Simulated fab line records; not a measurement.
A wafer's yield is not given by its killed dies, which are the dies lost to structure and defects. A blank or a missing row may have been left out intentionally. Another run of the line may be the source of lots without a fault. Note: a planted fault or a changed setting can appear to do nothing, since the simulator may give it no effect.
A lot that was struck, set against a sound lot -- flow gf180mcu -- 14 steps out of a route of 602
Sound: wafers L502.1, L502.4, L502.6. Struck: wafers L495.3, L495.5, L495.6. The cause is given at the end.
Order at every step that has rows: each side's tool, ch and its chambers, its first start. Under that, the readings that differ: sound wafers -- struck wafers -- difference of the means -- sigmas: that difference in standard deviations of wafers without a fault.
alike: readings whose means differ by less than 2 such deviations, and words and numbers that are the same on both sides. not compared: withheld readings, readings that some wafer has no value for, bounds like >300 that may hide the same value, and numbers for which the record gives no deviation and whose values overlap.
The two part at a step that has a row with sigmas, a row that says differs or no value, or rows on one side only. Non-overlapping numbers with no deviation appear without sigmas and do not part them. Lack of a reading on every wafer of one side parts them only where that side has two or more wafers.

GF_HV_LDD_OVL_MEAS_32:
  struck on overlay-02, day 15 06:17; sound on overlay-01, day 17 10:32
  alike: HV_LDD_02_OVL
then, 4 steps without rows for these wafers: GF_HV_LDD_IMPLANT_33; GF_HV_LDD_IMPLANT_34; GF_HV_LDD_IMPLANT_35; GF_HV_LDD_IMPLANT_36.
GF_HV_LDD_STRIP_37: strips in O2/N2.
  sound on plasma_asher-01 ch 0,1, day 17 11:11; struck on plasma_asher-03 ch 0,1, day 15 06:56
  alike: drypump_motor_current_A, heater_power_w, oes_product_au, platen_temp_c, strip_time_to_endpoint_s
  not compared: rf_hours_counter_h
GF_HV_LDD_TW_MEAS_38:
  struck on film_metro-03, day 15 07:01; sound on film_metro-03, day 17 11:17
  alike: HV_LDD_3_TW
then, 5 steps without rows for these wafers: GF_HV_LDD_DEHYDRATE_39 (time 60 s); GF_HV_LDD_HMDS_40 (prime time 60 s); GF_HV_LDD_COAT_41 (resist thk 1000 nm); GF_HV_LDD_SOFTBAKE_42 (time 60 s); GF_HV_LDD_EXPOSE_43 (exposes mask Pplus HV AREA, target cd 400 nm).
GF_HV_LDD_PEB_44:
  sound on litho_track-01 ch 0, day 18 10:30; struck on litho_track-03, day 16 04:10
reading,sound,struck,difference,sigmas
exhaust_pa (Pa),44.2 43.8 45.0,- - -,no value on the struck wafers,
  not compared: chill_plate_temp_C
then, 1 step without rows for these wafers: GF_HV_LDD_DEVELOP_45 (develop time 60 s).

WHERE THEY PART
Only at GF_HV_LDD_PEB_44, as far as this record shows.

WHY: whatever the simulator had introduced
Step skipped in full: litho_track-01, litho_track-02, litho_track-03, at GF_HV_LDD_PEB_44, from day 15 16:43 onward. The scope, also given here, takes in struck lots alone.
